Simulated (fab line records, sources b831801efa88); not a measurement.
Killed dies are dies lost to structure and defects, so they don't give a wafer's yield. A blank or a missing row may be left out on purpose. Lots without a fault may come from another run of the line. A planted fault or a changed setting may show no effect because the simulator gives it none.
fab line records | flow sky130
record lots=7 wafers=21 last_day=50
route steps=708 shown LI_CONTACT@369 PAD_OPEN@708
lots that met no fault: from a run of the same line without faults
start_h: hours from the record's first day to the start of the lot's first wafer shown | wait_h: hours since the lot's step before | " the same as in the row above | L1.1+2: a row that stands for several wafers | - no value, or no start given | * or withheld: withheld | < > ~ a bound
route shown NAME@n: a module of which the file shows steps, and the number in the route of the first | usual: mean/standard deviation of fault-free wafers | same: alike in all rows | chamber/n: place in a boat | sites: the reading at each site | _std_site: their standard deviation | _edge_site: outer sites' mean less inner sites' | radius_mm: how far each site lies from the wafer's centre | mask NAME#n: copy n | behind: the tool/chamber that last shaped the wafer | hold: why the lot was held/for how many hours/how that ended | device: the transistor (n, p or np) that didn't switch | end of line: the same wafers' tests at the end of the route | a step without rows: its recipe alone | killed: dies lost to structure and defects at the first sort, not the wafer's yield | map: a wafer's dies, x killed, . not, _ none there
set.NAME: the setting as run; set.NAME@STEP: as run at that earlier step | model.NAME: the simulator's own value behind a step, which no gauge read
lots at some steps of the route; a table a step, a row a wafer
services: from which hour (start_h, from the record's first day; less than 0 if before it) a tool's chamber was out of use, for how many hours, and why
## steps
# step SKY_LI_CONTACT_COAT_07
# recipe resist=KrF-thick spin_rpm=3000 resist_thk_nm=450
# step SKY_LI_CONTACT_SOFTBAKE_08
# recipe temp_c=100 time_s=90 resist=KrF-thick
# step SKY_LI_CONTACT_EXPOSE_09
# recipe mask_id=LICM1 na=0.8 source_shape=annular sigma_inner=0.55 sigma_outer=0.85 target_cd_nm=170 dose_mj=38
# step SKY_LI_CONTACT_PEB_10
# recipe peb_temp_c=withheld peb_time_s=withheld resist=KrF-thick
# step SKY_LI_CONTACT_DEVELOP_11
# recipe develop_time_s=60 resist=KrF-thick dev_temp_c=21
# step SKY_LI_CONTACT_CD_MEAS_12
# recipe target_cd_nm=170
# usual cd_nm=170.0/1.2
# columns lot.wafer tool chamber start_h wait_h cd_nm
L919.2 cd_sem-01 - 709.60 - 171.2
L919.5 " - " " 170.2
L919.6 " - " " 172.8
L929.1 cd_sem-02 - 786.63 - 170.1
L929.2 " - " " 170.1
L929.4 " - " " 168.9
L930.3 cd_sem-01 - 792.57 - 169.7
L930.4 " - " " 168.6
L930.6 " - " " 170.0
L931.1 cd_sem-01 - 806.86 - 169.8
L931.5 " - " " 169.6
L931.6 " - " " 169.0
L932.2 cd_sem-01 - 810.35 - 169.7
L932.4 " - " " 170.5
L932.5 " - " " 169.2
L935.1 cd_sem-02 - 836.72 - 169.8
L935.3 " - " " 169.7
L935.4 " - " " 169.9
L938.2 cd_sem-01 - 862.89 - 172.7
L938.4 " - " " 170.9
L938.6 " - " " 170.7
# step SKY_LI_CONTACT_OVL_MEAS_13
# usual LI_CONTACT_OVL=2/4.4
# columns lot.wafer tool chamber start_h wait_h LI_CONTACT_OVL[nm]
L919.2 overlay-01 - 709.71 0.1 -1
L919.5 " - " " -1
L919.6 " - " " 3
L929.1 overlay-02 - 786.75 0.1 7
L929.2 " - " " 2
L929.4 " - " " 0
L930.3 overlay-01 - 792.66 0.1 -4
L930.4 " - " " 0
L930.6 " - " " -3
L931.1 overlay-01 - 806.98 0.1 -3
L931.5 " - " " 2
L931.6 " - " " 4
L932.2 overlay-01 - 810.46 0.1 11
L932.4 " - " " 10
L932.5 " - " " 2
L935.1 overlay-01 - 836.87 0.1 4
L935.3 " - " " 8
L935.4 " - " " 8
L938.2 overlay-01 - 862.99 0.1 0
L938.4 " - " " 1
L938.6 " - " " 2
# step SKY_LI_CONTACT_ETCH_14
# recipe chemistry=N2/H2 target=BARC ion_energy_ev=200 source_w=500 bias_w=100 pressure_mtorr=30 n2_flow_sccm=100 h2_flow_sccm=200 stop_on=SiO2 time_s=44.67 target_depth_a=600
# usual drypump_motor_current_A=6.0/0.53 oes_product_au=0.869/0.0049 throttle_valve_pct=13.227/0.0095
# columns lot.wafer tool chamber start_h wait_h drypump_motor_current_A oes_product_au rf_hours_counter_h throttle_valve_pct
L919.2 rie_diel-02 3 709.74 0.0 4.8 0.868 5 13.225
L919.5 " 2 " " 6.4 0.865 - 13.224
L919.6 " 1 " " 6.1 0.864 - 13.235
L929.1 rie_diel-03 0 786.79 0.0 6.5 0.876 10 13.217
L929.2 " 3 " " 6.6 0.864 1 13.239
L929.4 " 0 " " 6.5 0.869 - 13.231
L930.3 rie_diel-04 0 792.69 0.0 5.0 0.868 6 13.240
L930.4 " 2 " " 6.4 0.868 10 13.225
L930.6 " 0 " " 5.0 0.860 - 13.239
L931.1 rie_diel-03 0 807.01 0.0 6.5 0.866 11 13.226
L931.5 " 0 " " 6.6 0.863 - 13.232
L931.6 " 1 " " 5.6 0.868 - 13.218
L932.2 rie_diel-02 3 810.49 0.0 4.8 0.874 8 13.220
L932.4 " 3 " " 4.9 0.867 - 13.219
L932.5 " 2 " " 6.3 0.874 - 13.219
L935.1 rie_diel-04 1 836.91 0.0 6.3 0.864 12 13.222
L935.3 " 3 " " 6.1 0.868 10 13.218
L935.4 " 2 " " 6.4 0.867 12 13.229
L938.2 rie_diel-03 2 863.02 0.0 5.5 0.860 18 13.231
L938.4 " 3 " " 6.6 0.870 3 13.242
L938.6 " 3 " " 6.7 0.861 - 13.236
# step SKY_LI_CONTACT_ETCH_15
# recipe target=PSG chemistry=C4F8/O2/Ar stop_on=Si taper_deg=4.15 mask_material=KrF-thick source_w=1500 bias_w=1200 pressure_mtorr=40 c4f8_flow_sccm=withheld O2_flow_sccm=6 Ar_flow_sccm=300 time_s=withheld target_depth_a=6000
# usual oes_product_au=0.836/0.0043
# columns lot.wafer tool chamber start_h wait_h oes_product_au
L919.2 rie_diel-02 3 709.78 0.0 0.837
L919.5 " 2 " " 0.846
L919.6 " 1 " " 0.836
L929.1 rie_diel-03 0 786.83 0.0 0.830
L929.2 " 3 " " 0.828
L929.4 " 0 " " 0.835
L930.3 rie_diel-04 0 792.73 0.0 0.838
L930.4 " 2 " " 0.839
L930.6 " 0 " " 0.829
L931.1 rie_diel-03 0 807.05 0.0 0.841
L931.5 " 0 " " 0.837
L931.6 " 1 " " 0.838
L932.2 rie_diel-02 3 810.53 0.0 0.833
L932.4 " 3 " " 0.839
L932.5 " 2 " " 0.836
L935.1 rie_diel-04 1 836.95 0.0 0.840
L935.3 " 3 " " 0.831
L935.4 " 2 " " 0.836
L938.2 rie_diel-03 2 863.07 0.0 0.827
L938.4 " 3 " " 0.832
L938.6 " 3 " " 0.838
# step SKY_LI_CONTACT_STRIP_16
# recipe chemistry=O2/N2 power_w=1400 pressure_mtorr=1500 platen_temp_c=withheld o2_flow_sccm=3000 n2_flow_sccm=300 overash_fraction=0.5
# usual drypump_motor_current_A=5.7/0.48 oes_product_au=0.376/0.0052 strip_time_to_endpoint_s=3.52/0.033
# columns lot.wafer tool chamber start_h wait_h drypump_motor_current_A oes_product_au rf_hours_counter_h strip_time_to_endpoint_s
L919.2 plasma_asher-02 1 709.86 - 6.5 0.372 102 3.50
L919.5 " 0 " " 6.3 0.385 - 3.50
L919.6 " 1 " " 6.5 0.386 - 3.53
L929.1 plasma_asher-02 1 786.91 - 6.6 0.381 5 3.57
L929.2 " 0 " " 6.3 0.384 5 3.52
L929.4 " 1 " " 6.5 0.382 - 3.58
L930.3 plasma_asher-04 1 792.85 - 5.7 0.375 - 3.51
L930.4 " 0 " " 5.2 0.376 - 3.57
L930.6 " 1 " " 5.7 0.373 - 3.50
L931.1 plasma_asher-04 1 807.14 - 5.7 0.390 100 3.55
L931.5 " 1 " " 5.7 0.380 - 3.57
L931.6 " 0 " " 5.2 0.373 - 3.48
L932.2 plasma_asher-04 1 810.61 - 5.7 0.368 100 3.50
L932.4 " 1 " " 5.7 0.374 - 3.49
L932.5 " 0 " " 5.2 0.387 - 3.51
L935.1 plasma_asher-04 0 837.04 - 5.2 0.369 103 3.51
L935.3 " 1 " " 5.7 0.391 - 3.58
L935.4 " 0 " " 5.2 0.374 - 3.54
L938.2 plasma_asher-02 1 863.15 - 6.5 0.388 13 3.49
L938.4 " 1 " " 6.5 0.370 - 3.49
L938.6 " 1 " " 6.5 0.377 - 3.50
# step SKY_LI_CONTACT_CLEAN_17
# recipe chemistry=NMP time_s=600 temp_c=60 dry=n2_spin
# step SKY_LI_CONTACT_PRE_CLEAN_18
# recipe gas=Ar time_s=5.6 bias_v=358
# step SKY_LI_CONTACT_SPUTTER_19
# recipe material=Ti target_thk_nm=20 chamber_pressure_pa=4.901 power_w=2500 substrate_temp_c=200 time_s=106.37
# usual cathode_dc_power_W=2499.9/0.49 chamber_pressure_pa=4.901/0.0095 substrate_temp_c=199.99/0.17 throttle_valve_pct=29.6/1
# columns lot.wafer tool chamber start_h wait_h cathode_dc_power_W chamber_pressure_pa substrate_temp_c throttle_valve_pct
L919.2 pvd_sputter-04 - 710.17 0.0 2500.3 4.894 200.17 27.4
L919.5 " - " " 2499.5 4.898 200.20 30.2
L919.6 " - " " 2499.6 4.904 199.75 31.3
L929.1 pvd_sputter-02 - 787.21 0.0 - - - -
L929.2 " - " " - - - -
L929.4 " - " " - - - -
L930.3 pvd_sputter-03 - 793.12 0.0 - - - -
L930.4 " - " " - - - -
L930.6 " - " " - - - -
L931.1 pvd_sputter-03 - 807.43 0.0 - - - -
L931.5 " - " " - - - -
L931.6 " - " " - - - -
L932.2 pvd_sputter-02 - 810.91 0.0 2500.2 4.889 200.07 28.3
L932.4 " - " " 2500.4 4.896 200.22 29.4
L932.5 " - " " 2500.1 4.896 200.05 30.3
L935.1 pvd_sputter-03 - 837.33 0.0 2499.5 4.885 200.24 29.1
L935.3 " - " " 2499.2 4.907 199.93 29.7
L935.4 " - " " 2499.3 4.913 199.84 30.1
L938.2 pvd_sputter-02 - 863.45 0.0 2499.3 4.900 200.27 30.5
L938.4 " - " " 2500.0 4.883 199.92 28.8
L938.6 " - " " 2500.5 4.890 200.05 29.6
# step SKY_LI_CONTACT_SPUTTER_20
# recipe material=TiN target_thk_nm=20 chamber_pressure_pa=5 power_w=4000 time_s=80
# usual cathode_dc_power_W=4000.1/0.71 chamber_pressure_pa=4.999/0.01 throttle_valve_pct=29.6/1
# columns lot.wafer tool chamber start_h wait_h cathode_dc_power_W chamber_pressure_pa throttle_valve_pct
L919.2 pvd_sputter-04 - 710.25 0.0 4000.0 5.007 27.8
L919.5 " - " " 4000.8 4.994 30.2
L919.6 " - " " 4000.9 5.017 31.0
L929.1 pvd_sputter-02 - 787.28 0.0 4000.9 4.986 28.6
L929.2 " - " " 3999.2 4.996 30.3
L929.4 " - " " 3998.8 5.005 28.4
L930.3 pvd_sputter-03 - 793.20 0.0 4000.3 5.006 30.0
L930.4 " - " " 3999.8 5.004 28.7
L930.6 " - " " 4001.5 5.002 29.6
L931.1 pvd_sputter-03 - 807.51 0.0 4001.1 4.984 30.2
L931.5 " - " " 4001.1 5.004 28.8
L931.6 " - " " 3999.7 5.009 29.6
L932.2 pvd_sputter-02 - 810.98 0.0 3999.3 5.009 28.5
L932.4 " - " " 3999.3 5.008 29.2
L932.5 " - " " 3999.7 5.004 30.3
L935.1 pvd_sputter-03 - 837.41 0.0 4000.8 5.004 28.9
L935.3 " - " " 4001.0 5.009 29.7
L935.4 " - " " 4000.0 5.004 30.4
L938.2 pvd_sputter-02 - 863.52 0.0 4000.7 5.007 30.3
L938.4 " - " " 3999.8 4.992 28.3
L938.6 " - " " 4000.9 4.985 29.6
# step SKY_PAD_OPEN_PROBE_99
# usual killed_at_M0_to_M3=43/6.3 killed_at_M4_up=3.3/1.7 killed_at_contacts=24/5.4 killed_at_front_end=16/4.6 killed_at_other=0.4/0.7 killed_dies=87/9.4 killed_on_rim=17/3.9 killed_open=47/6.9 killed_short=39/6.1
# same gross_dies=492 killed_at_back_side=0
# columns lot.wafer tool chamber start_h wait_h killed_at_M0_to_M3 killed_at_M4_up killed_at_contacts killed_at_front_end killed_at_other killed_dies killed_on_rim killed_open killed_short
L919.2 prober-01 - 1102.84 0.1 44 2 28 21 0 95 21 63 32
L919.5 prober-01 - 1102.99 0.2 37 2 31 18 0 88 10 45 43
L919.6 prober-01 - 1103.04 0.2 42 4 27 20 2 95 20 49 46
L929.1 prober-01 - 1156.97 0.1 35 3 441 12 1 492 96 51 34
L929.2 prober-01 - 1157.02 0.1 43 2 430 17 0 492 96 51 37
L929.4 prober-01 - 1157.12 0.2 48 2 423 19 0 492 96 58 45
L930.3 prober-02 - 1159.55 0.2 43 3 421 24 1 492 96 53 35
L930.4 prober-02 - 1159.60 0.2 42 2 436 12 0 492 96 46 43
L930.6 prober-02 - 1159.70 0.2 59 3 411 19 0 492 96 65 41
L931.1 prober-01 - 1171.15 0.1 51 2 424 15 0 492 96 52 42
L931.5 prober-01 - 1171.35 0.2 49 6 420 17 0 492 96 52 46
L931.6 prober-01 - 1171.40 0.2 45 0 429 18 0 492 96 47 36
L932.2 prober-02 - 1172.25 0.1 35 5 25 12 0 77 13 46 31
L932.4 prober-02 - 1172.35 0.2 38 4 26 14 0 82 15 45 37
L932.5 prober-02 - 1172.40 0.2 30 3 22 12 0 67 13 38 29
# killed by level:class
L919.2 VIA1:geometric_particle:open=15 LI_CONTACT:geometric_particle:open=13 FIELD_ISO:geometric_particle:open=10 VIA1:geometric_particle:short=6 CONTACT:geometric_particle:open=6 VIA2:geometric_particle:open=6 FIELD_ISO:geometric_particle:short=5 VIA3:geometric_particle:open=5
L919.5 CONTACT:geometric_particle:open=14 METAL1:geometric_particle:short=9 LI_CONTACT:geometric_particle:open=6 LOCAL_INTERCONNECT:geometric_particle:short=5 SPACER:geometric_particle:open=4 METAL3:geometric_particle:short=4 VIA1:geometric_particle:open=4 METAL3:geometric_particle:open=4
L919.6 VIA1:geometric_particle:open=10 CONTACT:geometric_particle:open=9 CONTACT:geometric_particle:short=8 VIA2:geometric_particle:open=6 FIELD_ISO:geometric_particle:short=5 POLY_GATE:geometric_particle:open=5 POLY_GATE:geometric_particle:short=5 VIA3:geometric_particle:open=5
L929.1 LI_CONTACT:area_sputter=405 CONTACT:geometric_particle:open=13 LI_CONTACT:geometric_particle:open=8 VIA2:geometric_particle:open=8 CONTACT:geometric_particle:short=7 METAL1:geometric_particle:short=6 LOCAL_INTERCONNECT:geometric_particle:short=5 VIA1:geometric_particle:open=5
L929.2 LI_CONTACT:area_sputter=403 CONTACT:geometric_particle:open=13 LI_CONTACT:geometric_particle:open=7 VIA3:geometric_particle:open=7 VIA1:geometric_particle:open=7 METAL1:geometric_particle:short=5 FIELD_ISO:geometric_particle:short=4 POLY_GATE:geometric_particle:short=4
L929.4 LI_CONTACT:area_sputter=388 CONTACT:geometric_particle:open=17 METAL2:geometric_particle:short=11 VIA1:geometric_particle:open=10 LI_CONTACT:geometric_particle:open=8 METAL1:geometric_particle:short=8 VIA3:geometric_particle:open=7 FIELD_ISO:geometric_particle:open=5
L930.3 LI_CONTACT:area_sputter=404 CONTACT:geometric_particle:open=9 METAL2:geometric_particle:short=7 VIA2:geometric_particle:open=7 VIA3:geometric_particle:open=7 LI_CONTACT:geometric_particle:open=6 VIA1:geometric_particle:open=6 FIELD_ISO:geometric_particle:open=5
L930.4 LI_CONTACT:area_sputter=403 VIA2:geometric_particle:open=11 CONTACT:geometric_particle:short=9 LI_CONTACT:geometric_particle:open=8 VIA1:geometric_particle:open=8 METAL2:geometric_particle:short=8 CONTACT:geometric_particle:open=6 LI_CONTACT:geometric_particle:short=5
L930.6 LI_CONTACT:area_sputter=386 CONTACT:geometric_particle:open=15 METAL2:geometric_particle:short=10 VIA1:geometric_particle:open=9 VIA3:geometric_particle:open=8 METAL1:geometric_particle:short=6 VIA2:geometric_particle:open=6 VIA2:geometric_particle:short=6
L931.1 LI_CONTACT:area_sputter=398 VIA2:geometric_particle:open=16 VIA1:geometric_particle:open=12 CONTACT:geometric_particle:short=8 LI_CONTACT:geometric_particle:open=6 METAL2:geometric_particle:short=6 CONTACT:geometric_particle:open=6 VIA1:geometric_particle:short=5
L931.5 LI_CONTACT:area_sputter=394 VIA1:geometric_particle:open=12 LI_CONTACT:geometric_particle:open=10 METAL2:geometric_particle:short=9 CONTACT:geometric_particle:open=8 METAL1:geometric_particle:short=6 LOCAL_INTERCONNECT:geometric_particle:short=5 VIA2:geometric_particle:open=5
L931.6 LI_CONTACT:area_sputter=409 VIA1:geometric_particle:open=12 VIA2:geometric_particle:open=8 VIA3:geometric_particle:open=7 CONTACT:geometric_particle:open=6 METAL2:geometric_particle:short=6 VIA2:geometric_particle:short=5 FIELD_ISO:geometric_particle:open=4
L932.2 CONTACT:geometric_particle:open=9 VIA1:geometric_particle:open=8 LI_CONTACT:geometric_particle:open=7 VIA1:geometric_particle:short=6 VIA2:geometric_particle:open=6 VIA3:geometric_particle:open=5 METAL4:geometric_particle:short=5 POLY_GATE:geometric_particle:open=4
L932.4 VIA3:geometric_particle:open=9 LI_CONTACT:geometric_particle:open=7 VIA1:geometric_particle:open=6 FIELD_ISO:geometric_particle:open=6 LI_CONTACT:geometric_particle:short=5 CONTACT:geometric_particle:open=5 CONTACT:geometric_particle:short=5 METAL1:geometric_particle:short=5
L932.5 VIA1:geometric_particle:open=8 CONTACT:geometric_particle:open=7 CONTACT:geometric_particle:short=6 VIA3:geometric_particle:open=5 LI_CONTACT:geometric_particle:open=4 VIA1:geometric_particle:short=4 FIELD_ISO:geometric_particle:short=3 FIELD_ISO:geometric_particle:open=3
# map L929.1 (x killed, . not)
__________xxxxxxxxxx_________
________xxxxxxxxxxxxxx_______
______xxxxxxxxxxxxxxxxxx_____
_____xxxxxxxxxxxxxxxxxxxx____
____xxxxxxxxxxxxxxxxxxxxxx___
___xxxxxxxxxxxxxxxxxxxxxxxx__
__xxxxxxxxxxxxxxxxxxxxxxxxxx_
_xxxxxxxxxxxxxxxxxxxxxxxxxxxx
_xxxxxxxxxxxxxxxxxxxxxxxxxxxx
_xxxxxxxxxxxxxxxxxxxxxxxxxxxx
_xxxxxxxxxxxxxxxxxxxxxxxxxxxx
_xxxxxxxxxxxxxxxxxxxxxxxxxxxx
_xxxxxxxxxxxxxxxxxxxxxxxxxxxx
_xxxxxxxxxxxxxxxxxxxxxxxxxxxx
_xxxxxxxxxxxxxxxxxxxxxxxxxxxx
__xxxxxxxxxxxxxxxxxxxxxxxxxx_
___xxxxxxxxxxxxxxxxxxxxxxxx__
____xxxxxxxxxxxxxxxxxxxxxx___
_____xxxxxxxxxxxxxxxxxxxx____
______xxxxxxxxxxxxxxxxxx_____
________xxxxxxxxxxxxxx_______
__________xxxxxxxxxx_________
# map L930.3 (x killed, . not)
__________xxxxxxxxxx_________
________xxxxxxxxxxxxxx_______
______xxxxxxxxxxxxxxxxxx_____
_____xxxxxxxxxxxxxxxxxxxx____
____xxxxxxxxxxxxxxxxxxxxxx___
___xxxxxxxxxxxxxxxxxxxxxxxx__
__xxxxxxxxxxxxxxxxxxxxxxxxxx_
_xxxxxxxxxxxxxxxxxxxxxxxxxxxx
_xxxxxxxxxxxxxxxxxxxxxxxxxxxx
_xxxxxxxxxxxxxxxxxxxxxxxxxxxx
_xxxxxxxxxxxxxxxxxxxxxxxxxxxx
_xxxxxxxxxxxxxxxxxxxxxxxxxxxx
_xxxxxxxxxxxxxxxxxxxxxxxxxxxx
_xxxxxxxxxxxxxxxxxxxxxxxxxxxx
_xxxxxxxxxxxxxxxxxxxxxxxxxxxx
__xxxxxxxxxxxxxxxxxxxxxxxxxx_
___xxxxxxxxxxxxxxxxxxxxxxxx__
____xxxxxxxxxxxxxxxxxxxxxx___
_____xxxxxxxxxxxxxxxxxxxx____
______xxxxxxxxxxxxxxxxxx_____
________xxxxxxxxxxxxxx_______
__________xxxxxxxxxx_________
## services
# columns tool chamber start_h hours kind
rie_diel-03 3 702.99 - clean
rie_diel-03 3 702.99 28.4 scheduled_down
rie_diel-03 3 702.99 28.4 vent_cycle
rie_diel-03 0 704.40 7.7 repair
pvd_sputter-03 2 707.06 - consumable_replace:kit
pvd_sputter-03 2 707.06 18.0 scheduled_down
pvd_sputter-03 2 707.06 18.0 vent_cycle
rie_diel-02 2 717.02 16.7 repair
pvd_sputter-02 - 720.30 2.0 repair
pvd_sputter-03 - 727.97 2.6 repair
plasma_asher-04 - 730.81 11.1 repair
plasma_asher-02 - 733.75 9.0 pm
plasma_asher-02 - 756.03 2.2 repair
plasma_asher-02 - 759.13 0.8 repair
rie_diel-04 - 770.11 0.6 repair
rie_diel-03 1 777.33 9.7 repair
plasma_asher-02 - 801.16 1.8 repair
rie_diel-02 2 804.39 4.2 repair
rie_diel-02 - 826.44 15.6 pm
plasma_asher-04 - 838.84 1.2 repair
rie_diel-04 1 842.55 1.2 repair
rie_diel-02 - 848.84 0.4 repair
rie_diel-04 1 855.57 3.2 repair
pvd_sputter-03 - 860.00 0.5 repair
## key
first_sign step=SKY_LI_CONTACT_SPUTTER_19 reading=tool_record direction=missing
effect step=SKY_PAD_OPEN_PROBE_99 reading=killed_at_contacts direction=up sigmas=74 usual=24 struck=426
more_kills_born_at SKY_LI_CONTACT_SPUTTER_19@pvd_sputter-03=2394 SKY_LI_CONTACT_SPUTTER_19@pvd_sputter-02=1196
met_at SKY_LI_CONTACT_SPUTTER_19
struck_wafers L929.1,L929.2,L929.4,L930.3,L930.4,L930.6,L931.1,L931.5,L931.6
later_rows_left_out L929.1,L929.2,L929.4,L930.3,L930.4,L930.6,L931.1,L931.5,L931.6
tester_left_out L929,L930,L931
fault kind=skipped_step_whole tool=pvd_sputter-02,pvd_sputter-03 chamber=- onset_h=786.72 steps=SKY_LI_CONTACT_SPUTTER_19 scope=struck_lots_only
# tester_left_out: of these lots the tester's yield and bins aren't shown, on N5 and GAA mostly nor the transistor test; their killed dies are dies lost to structure and defects alone, not to doping, threshold or leakage, so they don't give the yield
# later_rows_left_out: the simulator's readings of these wafers behind a module that went badly wrong aren't trusted and aren't shown, but for the sort
